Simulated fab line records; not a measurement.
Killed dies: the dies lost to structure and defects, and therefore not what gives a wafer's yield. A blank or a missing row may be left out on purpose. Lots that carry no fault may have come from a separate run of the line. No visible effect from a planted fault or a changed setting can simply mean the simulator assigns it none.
fab line records	flow sky130
[record] lots = 24	wafers = 72	last_day = 50
route steps=708 shown LI_CONTACT@384 CONTACT@420 METAL1@453 VIA1@479
lots that met no fault: from a run of the same line without faults
start_h: start of the lot's first displayed wafer, in hours after the record's first day	wait_h: hours elapsed since this lot's preceding step	" identical to the entry in the row above	L1.1+2: a row that stands for several wafers	- no value present, or no start provided	* or withheld: withheld	< > ~ a bound
route shown NAME@n: a module of which the file shows steps, and the number in the route of the first	usual: mean/standard deviation taken from wafers without a fault	same: alike in all rows	chamber/n: place in a boat	sites: each site's reading	_std_site: standard deviation across them	_edge_site: inner sites' mean taken away from outer sites' mean	radius_mm: how far each site lies from the wafer's centre	mask NAME#n: copy n	behind: tool/chamber where the wafer was last shaped	hold: why the lot went on hold/how many hours it stayed there/how the hold came to an end	device: names the non-switching transistor (n, p or np)	end of line: tests run on the same wafers once the route is complete	a step with no rows: only its recipe	killed: at the first sort, the dies lost to defects and structure; wafer yield is something else	map: the dies of a wafer, with x for killed, . for not killed, _ for no die there
set.NAME: the setting that was run; set.NAME@STEP: the one run at that earlier step	model.NAME: the simulator's own value behind a step, which no gauge read
a sample of lots followed through the steps of the route, with each step as a table and each wafer as a row
services: the hour from which a tool's chamber was out of use, counted from the record's first day as start_h (under 0 if before that day), plus the number of hours and why
[[steps]]
[step SKY_LI_CONTACT_RS_MEAS_22]
[recipe] thk_meas_gauge = four-point-probe	reads = W_of_LI_CONTACT_CVD_21+TiN_of_LI_CONTACT_SPUTTER_20+Ti_of_LI_CONTACT_SPUTTER_19
[usual] LI_CONTACT_W_RS = 0.2855/0.0026
lot.wafer	tool	chamber	start_h	wait_h	LI_CONTACT_W_RS[ohm/sq]
L074.1	film_metro-01	-	668.91	0.1	0.2844
L074.2	"	-	"	"	0.2849
L074.3	"	-	"	"	0.2853
L075.2	film_metro-04	-	680.53	0.1	0.2861
L075.4	"	-	"	"	0.2859
L075.5	"	-	"	"	0.2835
L076.2	film_metro-04	-	685.75	0.1	0.2897
L076.3	"	-	"	"	0.2912
L076.6	"	-	"	"	0.2871
L077.1	film_metro-01	-	707.14	0.1	0.2865
L077.3	"	-	"	"	0.2869
L077.4	"	-	"	"	0.2891
L078.3	film_metro-04	-	709.31	0.1	0.2919
L078.5	"	-	"	"	0.2843
L078.6	"	-	"	"	0.2875
L079.1	film_metro-04	-	713.83	0.1	0.2883
L079.3	"	-	"	"	0.2883
L079.4	"	-	"	"	0.2844
L080.3	film_metro-01	-	722.34	0.1	0.2848
L080.4	"	-	"	"	0.2835
L080.5	"	-	"	"	0.2863
L082.2	film_metro-02	-	759.19	0.1	0.2870
L082.3	"	-	"	"	0.2872
L082.4	"	-	"	"	0.2871
L083.1	film_metro-02	-	760.00	0.1	0.2903
L083.2	"	-	"	"	0.2896
L083.5	"	-	"	"	0.2908
L081.1	film_metro-01	-	761.22	0.1	0.2806
L081.2	"	-	"	"	0.2845
L081.4	"	-	"	"	0.2832
L084.2	film_metro-04	-	761.89	0.1	0.2829
L084.3	"	-	"	"	0.2836
L084.5	"	-	"	"	0.2867
L085.2	film_metro-01	-	768.57	0.1	0.2886
L085.5	"	-	"	"	0.2872
L085.6	"	-	"	"	0.2873
L086.2	film_metro-01	-	789.92	0.1	0.2861
L086.4	"	-	"	"	0.2867
L086.5	"	-	"	"	0.2838
L087.3	film_metro-04	-	792.47	0.1	0.2917
L087.4	"	-	"	"	0.2850
L087.6	"	-	"	"	0.2866
L088.1	film_metro-04	-	795.62	0.1	0.2879
L088.3	"	-	"	"	0.2872
L088.6	"	-	"	"	0.2839
L089.2	film_metro-04	-	806.52	0.1	0.2880
L089.4	"	-	"	"	0.2860
L089.5	"	-	"	"	0.2855
L090.2	film_metro-01	-	810.94	0.1	0.2791
L090.5	"	-	"	"	0.2836
L090.6	"	-	"	"	0.2821
L092.2	film_metro-02	-	813.82	0.1	0.2888
L092.4	"	-	"	"	0.2881
L092.5	"	-	"	"	0.2887
L091.1	film_metro-02	-	816.07	0.1	0.2825
L091.2	"	-	"	"	0.2870
L091.4	"	-	"	"	0.2839
L093.1	film_metro-01	-	829.05	0.1	0.2835
L093.2	"	-	"	"	0.2866
L093.3	"	-	"	"	0.2843
L094.3	film_metro-02	-	830.64	0.1	0.2849
L094.4	"	-	"	"	0.2812
L094.5	"	-	"	"	0.2865
L095.1	film_metro-01	-	838.15	0.1	0.2834
L095.4	"	-	"	"	0.2831
L095.5	"	-	"	"	0.2845
L096.1	film_metro-04	-	848.13	0.1	0.2842
L096.2	"	-	"	"	0.2868
L096.3	"	-	"	"	0.2817
L097.1	film_metro-02	-	850.38	0.1	0.2832
L097.4	"	-	"	"	0.2828
L097.5	"	-	"	"	0.2863
[step SKY_LI_CONTACT_CMP_24]
[recipe] stop_on = PSG	t_overpolish_s = 20	down_force_psi = 3.5	platen_rpm = 60	target_thk_nm = 0	pad_velocity_m_s = 0.94248
[usual] motor_current_A = 11.2/0.59	overpolish_run_s = 19.999/0.0092	time_to_endpoint_s = 97/3.5
lot.wafer	tool	chamber	start_h	wait_h	motor_current_A	overpolish_run_s	time_to_endpoint_s
L074.2	cmp-02	1	669.09	0.0	12.2	19.997	95
L074.3	"	2	"	"	10.1	19.982	95
L074.1	"	0	"	"	11.4	19.995	95
L075.2	cmp-01	1	680.69	0.0	11.4	19.991	102
L075.4	"	3	"	"	11.2	19.979	96
L075.5	"	2	"	"	11.0	20.013	105
L076.2	cmp-01	0	685.96	0.1	10.8	20.007	95
L076.3	"	2	"	"	11.1	19.995	98
L076.6	"	3	"	"	11.7	20.006	97
L077.4	cmp-01	1	707.32	0.0	11.2	19.983	99
L077.1	"	3	"	"	11.2	20.006	99
L077.3	"	0	"	"	10.9	20.010	94
L078.3	cmp-02	2	709.45	0.0	10.0	20.006	94
L078.6	"	2	"	"	10.9	20.002	93
L078.5	"	3	"	"	10.8	19.991	98
L079.1	cmp-02	1	714.01	0.1	12.3	20.004	97
L079.4	"	3	"	"	9.9	19.993	96
L079.3	"	0	"	"	11.4	19.999	98
L080.4	cmp-01	1	722.48	0.0	11.2	20.011	102
L080.3	"	2	"	"	10.5	20.000	100
L080.5	"	1	"	"	11.6	19.992	97
L082.2	cmp-01	2	759.38	0.1	10.5	20.016	102
L082.3	"	3	"	"	12.1	20.017	101
L082.4	"	0	"	"	11.4	19.980	96
L083.1	cmp-01	1	760.23	0.1	11.3	19.999	98
L083.2	"	3	"	"	11.8	20.021	97
L083.5	"	0	"	"	11.3	19.995	94
L081.1	cmp-01	3	761.40	0.1	11.5	20.006	97
L081.4	"	1	"	"	11.5	20.009	101
L081.2	"	2	"	"	10.9	20.008	100
L084.3	cmp-01	0	762.39	0.4	11.5	19.999	99
L084.2	"	2	"	"	10.4	19.999	107
L084.5	"	3	"	"	11.6	20.001	98
L085.2	cmp-01	2	769.12	0.4	10.6	19.994	103
L085.6	"	3	"	"	11.8	19.989	100
L085.5	"	0	"	"	11.1	20.007	99
L086.2	cmp-01	0	790.37	0.3	11.5	19.998	95
L086.4	"	1	"	"	11.0	19.981	100
L086.5	"	3	"	"	11.7	19.999	97
L087.3	cmp-01	3	792.61	0.0	11.4	19.987	94
L087.4	"	2	"	"	11.0	19.995	96
L087.6	"	3	"	"	11.3	20.007	97
L088.3	cmp-02	0	795.80	0.0	11.0	20.012	91
L088.1	"	2	"	"	10.8	19.998	89
L088.6	"	1	"	"	12.2	19.987	95
L089.4	cmp-02	1	806.68	0.0	12.2	20.015	99
L089.2	"	3	"	"	10.2	19.994	93
L089.5	"	2	"	"	10.7	20.006	96
L090.2	cmp-01	0	811.10	0.0	11.9	20.011	95
L090.6	"	0	"	"	12.0	20.004	100
L090.5	"	1	"	"	11.4	19.996	100
L092.4	cmp-02	2	814.03	0.1	10.3	20.009	92
L092.2	"	0	"	"	11.4	19.999	93
L092.5	"	2	"	"	10.4	19.992	93
L091.2	cmp-02	2	816.25	0.0	10.4	19.995	92
L091.1	"	3	"	"	11.0	19.985	94
L091.4	"	0	"	"	11.4	20.005	93
L093.2	cmp-02	0	829.23	0.0	10.9	19.990	95
L093.1	"	2	"	"	10.2	19.995	92
L093.3	"	3	"	"	10.4	19.990	95
L094.3	cmp-01	0	830.83	0.1	11.6	20.007	95
L094.4	"	1	"	"	11.4	20.001	99
L094.5	"	0	"	"	11.3	20.004	94
L095.4	cmp-01	2	838.43	0.1	10.3	19.991	99
L095.1	"	3	"	"	11.3	19.991	95
L095.5	"	0	"	"	12.0	20.019	93
L096.2	cmp-01	2	848.36	0.1	11.0	20.001	99
L096.3	"	3	"	"	11.0	19.996	95
L096.1	"	0	"	"	11.9	20.005	93
L097.1	cmp-02	1	850.61	0.1	12.0	19.996	101
L097.4	"	3	"	"	10.2	20.010	99
L097.5	"	0	"	"	10.8	20.001	99
[step SKY_CONTACT_CD_MEAS_14]
[recipe] target_cd_nm = 170
[usual] cd_nm = 170.1/1.7
lot.wafer	tool	chamber	start_h	wait_h	cd_nm
L074.1	cd_sem-02	-	725.42	-	168.7
L074.2	"	-	"	"	166.8
L074.3	"	-	"	"	168.3
L075.2	cd_sem-02	-	736.94	-	169.5
L075.4	"	-	"	"	170.2
L075.5	"	-	"	"	171.5
L076.2	cd_sem-01	-	742.96	-	170.9
L076.3	"	-	"	"	170.7
L076.6	"	-	"	"	169.7
L077.1	cd_sem-01	-	762.77	-	169.5
L077.3	"	-	"	"	169.5
L077.4	"	-	"	"	168.8
L078.3	cd_sem-01	-	765.23	-	171.9
L078.5	"	-	"	"	172.7
L078.6	"	-	"	"	171.8
L079.1	cd_sem-02	-	770.62	-	171.6
L079.3	"	-	"	"	167.9
L079.4	"	-	"	"	170.0
L080.3	cd_sem-01	-	777.81	-	171.1
L080.4	"	-	"	"	172.0
L080.5	"	-	"	"	170.9
L082.2	cd_sem-01	-	814.41	-	170.4
L082.3	"	-	"	"	169.9
L082.4	"	-	"	"	170.1
L083.1	cd_sem-02	-	815.49	-	170.1
L083.2	"	-	"	"	171.4
L083.5	"	-	"	"	171.5
L081.1	cd_sem-01	-	817.74	-	165.7
L081.2	"	-	"	"	167.8
L081.4	"	-	"	"	166.8
L084.2	cd_sem-01	-	818.71	-	166.0
L084.3	"	-	"	"	167.2
L084.5	"	-	"	"	165.7
L085.2	cd_sem-01	-	824.64	-	171.0
L085.5	"	-	"	"	170.3
L085.6	"	-	"	"	172.1
L086.2	cd_sem-01	-	844.44	-	170.8
L086.4	"	-	"	"	172.7
L086.5	"	-	"	"	172.1
L087.3	cd_sem-02	-	850.18	-	170.9
L087.4	"	-	"	"	172.0
L087.6	"	-	"	"	171.3
L088.1	cd_sem-02	-	851.17	-	170.4
L088.3	"	-	"	"	167.7
L088.6	"	-	"	"	169.3
L089.2	cd_sem-01	-	861.51	-	169.5
L089.4	"	-	"	"	170.3
L089.5	"	-	"	"	170.3
L090.2	cd_sem-02	-	866.31	-	170.9
L090.5	"	-	"	"	169.6
L090.6	"	-	"	"	170.6
L092.2	cd_sem-02	-	868.31	-	172.4
L092.4	"	-	"	"	170.9
L092.5	"	-	"	"	171.7
L091.1	cd_sem-02	-	871.02	-	168.8
L091.2	"	-	"	"	168.0
L091.4	"	-	"	"	168.3
L093.1	cd_sem-02	-	883.48	-	169.4
L093.2	"	-	"	"	169.2
L093.3	"	-	"	"	169.0
L094.3	cd_sem-02	-	885.42	-	170.0
L094.4	"	-	"	"	170.5
L094.5	"	-	"	"	169.1
L095.1	cd_sem-02	-	891.19	-	172.6
L095.4	"	-	"	"	172.3
L095.5	"	-	"	"	172.6
L096.1	cd_sem-01	-	902.14	-	168.8
L096.2	"	-	"	"	168.8
L096.3	"	-	"	"	169.4
L097.1	cd_sem-02	-	903.44	-	171.8
L097.4	"	-	"	"	172.1
L097.5	"	-	"	"	172.7
[step SKY_CONTACT_CVD_24]
[recipe] material = W	target_thk_nm = 340	time_s = 102.12	temp_c = 400	pressure_torr = 40
[usual] heater_power_w = 789/62	susceptor_temp_C = 399.97/0.19
lot.wafer	tool	chamber	start_h	wait_h	heater_power_w	since_wet_clean_h	susceptor_temp_C
L074.1	cvd_w-01	1	726.37	0.0	776	322	399.98
L074.2	"	0	"	"	710	322	400.13
L074.3	"	0	"	"	712	-	400.03
L075.2	cvd_w-02	0	737.87	0.0	857	834	399.82
L075.4	"	1	"	"	871	-	400.14
L075.5	"	0	"	"	857	-	399.78
L076.2	cvd_w-01	0	743.89	0.0	712	340	400.15
L076.3	"	1	"	"	776	-	399.94
L076.6	"	1	"	"	782	-	400.00
L077.1	cvd_w-02	1	763.76	0.0	876	860	399.75
L077.3	"	1	"	"	855	-	399.74
L077.4	"	0	"	"	852	-	399.88
L078.3	cvd_w-01	1	766.20	0.1	781	-	399.90
L078.5	"	1	"	"	760	-	400.03
L078.6	"	0	"	"	717	-	400.11
L079.1	cvd_w-02	0	771.58	0.0	826	868	400.12
L079.3	"	0	"	"	862	-	400.41
L079.4	"	1	"	"	872	-	400.00
L080.3	cvd_w-01	0	778.76	0.1	715	-	399.88
L080.4	"	1	"	"	780	-	400.02
L080.5	"	0	"	"	715	-	399.80
L082.2	cvd_w-01	0	815.34	0.0	728	411	400.05
L082.3	"	1	"	"	761	-	400.11
L082.4	"	0	"	"	722	-	399.85
L083.1	cvd_w-01	1	816.44	0.0	758	412	400.15
L083.2	"	0	"	"	707	412	399.79
L083.5	"	0	"	"	717	-	399.83
L081.1	cvd_w-01	1	818.72	0.0	772	415	400.01
L081.2	"	0	"	"	733	415	400.12
L081.4	"	0	"	"	702	-	400.16
L084.2	cvd_w-02	1	819.67	0.0	858	916	400.00
L084.3	"	1	"	"	849	-	399.85
L084.5	"	1	"	"	875	-	399.84
L085.2	cvd_w-02	0	825.57	0.0	864	922	399.92
L085.5	"	1	"	"	857	-	399.94
L085.6	"	0	"	"	853	-	400.00
L086.2	cvd_w-01	0	845.42	0.0	713	441	400.16
L086.4	"	1	"	"	768	-	400.14
L086.5	"	1	"	"	785	-	400.12
L087.3	cvd_w-01	0	851.56	0.1	721	-	399.72
L087.4	"	1	"	"	770	-	400.02
L087.6	"	0	"	"	703	-	399.99
L088.1	cvd_w-02	0	852.21	0.0	871	948	399.81
L088.3	"	0	"	"	862	-	399.82
L088.6	"	0	"	"	866	-	399.72
L089.2	cvd_w-02	1	862.84	0.0	871	959	400.23
L089.4	"	0	"	"	871	-	400.10
L089.5	"	0	"	"	872	-	399.81
L090.2	cvd_w-02	0	867.24	0.0	841	963	399.92
L090.5	"	1	"	"	871	-	400.19
L090.6	"	0	"	"	839	-	400.02
L092.2	cvd_w-01	0	869.24	0.0	705	465	399.95
L092.4	"	0	"	"	707	-	400.26
L092.5	"	0	"	"	708	-	400.20
L091.1	cvd_w-01	0	872.00	0.0	703	468	400.07
L091.2	"	1	"	"	771	468	399.78
L091.4	"	1	"	"	759	-	399.73
L093.1	cvd_w-01	1	884.42	0.0	756	480	399.69
L093.2	"	0	"	"	723	480	400.13
L093.3	"	0	"	"	713	-	400.02
L094.3	cvd_w-02	0	886.43	0.1	850	-	399.95
L094.4	"	0	"	"	848	-	400.07
L094.5	"	0	"	"	853	-	399.95
L095.1	cvd_w-01	1	892.14	0.0	775	488	399.83
L095.4	"	0	"	"	716	-	399.43
L095.5	"	1	"	"	789	-	399.82
L096.1	cvd_w-02	1	903.10	0.0	867	999	400.00
L096.2	"	0	"	"	841	999	400.02
L096.3	"	0	"	"	841	-	399.73
L097.1	cvd_w-01	1	904.45	0.0	759	500	399.82
L097.4	"	0	"	"	715	-	399.52
L097.5	"	0	"	"	703	-	399.68
[step SKY_METAL1_METAL_ETCH_19]
[recipe] target_depth_a = 3600	stop_on = SiO2	over_etch_frac = 0.3	time_s = 78	chemistry = Cl2/BCl3	resist_sidewall_deg = 88	pressure_mtorr = 10	icp_w = 900	bias_w = 48.5	Cl2_flow_sccm = 60	bcl3_flow_sccm = 30
[usual] drypump_motor_current_A = 5.7/0.55	oes_product_au = 0.857/0.0057	throttle_valve_pct = 22.263/0.0089
lot.wafer	tool	chamber	start_h	wait_h	drypump_motor_current_A	oes_product_au	rf_hours_counter_h	throttle_valve_pct
L074.1	rie_metal-02	1	754.60	0.1	5.0	0.850	4	22.264
L074.2	"	0	"	"	5.5	0.855	13	22.268
L074.3	"	1	"	"	5.0	0.845	-	22.267
L075.2	rie_metal-02	1	765.85	0.1	5.0	0.863	-	22.248
L075.4	"	1	"	"	5.0	0.859	-	22.255
L075.5	"	1	"	"	5.0	0.854	-	22.259
L076.2	rie_metal-03	0	771.80	0.0	5.7	0.856	2	22.263
L076.3	"	1	"	"	5.5	0.851	-	22.280
L076.6	"	0	"	"	5.7	0.853	-	22.264
L077.1	rie_metal-03	0	791.92	0.1	5.7	0.853	3	22.249
L077.3	"	0	"	"	5.7	0.852	-	22.257
L077.4	"	0	"	"	5.7	0.852	-	22.254
L078.3	rie_metal-01	1	793.98	0.1	6.6	0.858	-	22.284
L078.5	"	1	"	"	6.6	0.863	-	22.280
L078.6	"	0	"	"	6.3	0.841	-	22.271
L079.1	rie_metal-02	1	799.45	0.0	5.0	0.860	6	22.268
L079.3	"	0	"	"	5.5	0.857	-	22.261
L079.4	"	1	"	"	5.0	0.848	-	22.263
L080.3	rie_metal-03	1	807.25	0.1	5.5	0.853	-	22.262
L080.4	"	1	"	"	5.5	0.861	-	22.276
L080.5	"	1	"	"	5.5	0.845	-	22.265
L082.2	rie_metal-03	1	842.92	0.1	5.5	0.863	-	22.251
L082.3	"	1	"	"	5.5	0.858	-	22.257
L082.4	"	1	"	"	5.5	0.859	-	22.273
L083.1	rie_metal-01	0	843.38	0.0	6.3	0.864	5	22.253
L083.2	"	1	"	"	6.6	0.860	16	22.269
L083.5	"	1	"	"	6.6	0.858	-	22.283
L081.1	rie_metal-03	1	846.24	0.1	5.5	0.855	2	22.253
L081.2	"	1	"	"	5.5	0.856	-	22.268
L081.4	"	1	"	"	5.5	0.866	-	22.256
L084.2	rie_metal-01	1	846.64	0.1	6.6	0.861	-	22.260
L084.3	"	1	"	"	6.6	0.862	-	22.269
L084.5	"	1	"	"	6.6	0.864	-	22.269
L085.2	rie_metal-02	1	853.71	0.0	5.0	0.849	8	22.270
L085.5	"	1	"	"	5.0	0.853	-	22.267
L085.6	"	0	"	"	5.5	0.857	-	22.269
L086.2	rie_metal-01	1	873.03	0.0	6.6	0.852	18	22.253
L086.4	"	0	"	"	6.4	0.855	-	22.265
L086.5	"	0	"	"	6.3	0.865	-	22.261
L087.3	rie_metal-01	1	877.83	0.1	6.6	0.853	-	22.261
L087.4	"	0	"	"	6.4	0.862	-	22.274
L087.6	"	0	"	"	6.4	0.863	-	22.261
L088.1	rie_metal-03	1	879.26	0.0	5.5	0.855	4	22.267
L088.3	"	0	"	"	5.7	0.848	-	22.286
L088.6	"	1	"	"	5.5	0.855	-	22.254
L089.2	rie_metal-02	1	888.96	0.0	5.0	0.863	9	22.260
L089.4	"	1	"	"	5.0	0.857	-	22.256
L089.5	"	1	"	"	5.0	0.856	-	22.251
L090.2	rie_metal-02	0	893.90	0.0	5.5	0.863	4	22.255
L090.5	"	0	"	"	5.5	0.858	-	22.269
L090.6	"	1	"	"	5.0	0.857	-	22.255
L092.2	rie_metal-03	0	896.56	0.0	5.7	0.856	6	22.257
L092.4	"	1	"	"	5.5	0.858	-	22.267
L092.5	"	0	"	"	5.7	0.857	-	22.258
L091.1	rie_metal-03	0	899.25	0.0	5.7	0.849	6	22.254
L091.2	"	1	"	"	5.5	0.863	4	22.277
L091.4	"	0	"	"	5.7	0.859	-	22.251
L093.1	rie_metal-01	1	911.16	0.1	6.6	0.859	0	22.252
L093.2	"	1	"	"	6.6	0.856	-	22.263
L093.3	"	1	"	"	6.6	0.851	-	22.261
L094.3	rie_metal-02	0	912.68	0.1	5.5	0.840	-	22.263
L094.4	"	1	"	"	5.0	0.847	-	22.275
L094.5	"	1	"	"	5.0	0.857	-	22.259
L095.1	rie_metal-02	1	918.51	0.0	5.0	0.856	11	22.253
L095.4	"	0	"	"	5.5	0.861	-	22.264
L095.5	"	0	"	"	5.5	0.861	-	22.260
L096.1	rie_metal-03	1	930.06	0.0	5.5	0.857	6	22.252
L096.2	"	0	"	"	5.7	0.858	7	22.250
L096.3	"	1	"	"	5.5	0.865	-	22.266
L097.1	rie_metal-02	0	930.90	0.0	5.6	0.860	6	22.270
L097.4	"	0	"	"	5.5	0.854	-	22.270
L097.5	"	1	"	"	5.0	0.847	-	22.272
[step SKY_VIA1_CVD_21]
[recipe] material = W	target_thk_nm = 270	time_s = 80.902	temp_c = 400	pressure_torr = 40
[usual] heater_power_w = 790/56	susceptor_temp_C = 399.99/0.22
lot.wafer	tool	chamber	start_h	wait_h	heater_power_w	since_wet_clean_h	susceptor_temp_C
L074.1	cvd_w-02	0	783.24	0.0	843	879	400.02
L074.2	"	1	"	"	843	879	400.25
L074.3	"	0	"	"	852	-	399.75
L075.2	cvd_w-01	0	794.99	0.0	736	391	399.55
L075.4	"	0	"	"	699	-	399.65
L075.5	"	0	"	"	706	-	399.43
L076.2	cvd_w-02	0	800.72	0.0	854	897	399.99
L076.3	"	1	"	"	851	-	399.72
L076.6	"	0	"	"	860	-	400.25
L077.1	cvd_w-01	1	821.20	0.0	755	417	399.91
L077.3	"	0	"	"	707	-	399.84
L077.4	"	1	"	"	799	-	399.94
L078.3	cvd_w-02	0	823.04	0.1	850	-	399.53
L078.5	"	1	"	"	859	-	400.21
L078.6	"	0	"	"	858	-	399.65
L079.1	cvd_w-02	0	827.97	0.0	841	924	400.05
L079.3	"	0	"	"	844	-	399.95
L079.4	"	1	"	"	880	-	399.86
L080.3	cvd_w-02	1	835.85	0.1	874	-	399.96
L080.4	"	0	"	"	863	-	399.78
L080.5	"	1	"	"	872	-	399.81
L082.2	cvd_w-01	1	871.51	0.0	781	467	400.09
L082.3	"	1	"	"	778	-	399.82
L082.4	"	0	"	"	699	-	400.28
L083.1	cvd_w-02	0	871.86	0.0	847	968	400.21
L083.2	"	1	"	"	841	968	399.98
L083.5	"	0	"	"	863	-	399.83
L081.1	cvd_w-02	0	874.51	0.0	865	971	399.81
L081.2	"	1	"	"	843	971	400.15
L081.4	"	0	"	"	865	-	399.87
L084.2	cvd_w-01	1	874.86	0.0	762	471	400.19
L084.3	"	0	"	"	715	-	399.94
L084.5	"	0	"	"	720	-	400.07
L085.2	cvd_w-02	0	881.44	0.0	849	977	399.90
L085.5	"	1	"	"	863	-	400.53
L085.6	"	0	"	"	854	-	399.91
L086.2	cvd_w-01	1	900.56	0.0	781	496	400.48
L086.4	"	1	"	"	782	-	400.44
L086.5	"	0	"	"	709	-	400.31
L087.3	cvd_w-01	1	905.10	0.1	771	-	399.93
L087.4	"	0	"	"	726	-	399.86
L087.6	"	1	"	"	769	-	400.02
L088.1	cvd_w-01	0	907.34	0.0	732	503	399.81
L088.3	"	1	"	"	789	-	399.97
L088.6	"	0	"	"	714	-	399.95
L089.2	cvd_w-01	1	916.12	0.0	787	512	399.76
L089.4	"	1	"	"	794	-	399.94
L089.5	"	1	"	"	767	-	399.94
L090.2	cvd_w-02	0	921.41	0.0	782	3	399.87
L090.5	"	0	"	"	772	-	399.75
L090.6	"	1	"	"	794	-	399.99
L092.2	cvd_w-01	0	924.57	0.0	699	520	399.89
L092.4	"	1	"	"	783	-	399.62
L092.5	"	0	"	"	721	-	399.59
L091.1	cvd_w-02	1	926.65	0.0	795	9	400.19
L091.2	"	0	"	"	802	9	400.17
L091.4	"	1	"	"	782	-	400.13
L093.1	cvd_w-01	0	938.09	0.0	708	534	400.08
L093.2	"	1	"	"	785	534	400.01
L093.3	"	0	"	"	726	-	400.45
L094.3	cvd_w-02	0	939.84	0.1	769	-	400.11
L094.4	"	1	"	"	799	-	400.03
L094.5	"	1	"	"	802	-	400.09
L095.1	cvd_w-01	0	945.32	0.0	728	541	399.90
L095.4	"	0	"	"	702	-	399.79
L095.5	"	0	"	"	716	-	400.10
L096.1	cvd_w-01	0	957.02	0.0	724	553	400.06
L096.2	"	1	"	"	767	553	399.77
L096.3	"	0	"	"	704	-	400.21
L097.1	cvd_w-02	1	957.84	0.0	814	40	399.99
L097.4	"	1	"	"	786	-	400.26
L097.5	"	1	"	"	771	-	399.90
[[services]]
tool	chamber	start_h	hours	kind
cmp-01	-	645.79	0.9	repair
cmp-02	-	658.21	1.2	repair
cvd_w-01	-	669.87	2.8	pm
cmp-02	-	691.75	0.7	repair
cmp-02	-	715.66	0.9	repair
cmp-01	-	734.15	0.2	repair
rie_metal-02	-	737.78	0.4	repair
cmp-02	-	744.15	4.0	pm
cmp-02	-	751.64	20.9	repair
cmp-02	-	772.57	22.0	pm
rie_metal-03	-	773.45	2.8	pm
cvd_w-02	-	790.64	6.9	pm
rie_metal-03	0	806.37	44.3	repair
cmp-01	-	853.68	3.3	pm
cmp-01	-	860.65	6.3	pm
cmp-02	-	879.73	0.8	repair
cmp-01	-	882.39	0.9	repair
cvd_w-02	1	886.22	12.4	repair
cvd_w-01	1	888.12	3.9	repair
cmp-01	-	898.01	2.7	repair
cvd_w-02	-	904.00	14.0	pm
cmp-01	-	912.44	4.0	pm
cvd_w-02	-	922.21	0.6	repair
cvd_w-02	0	950.92	2.2	repair
[[key]]
fault none
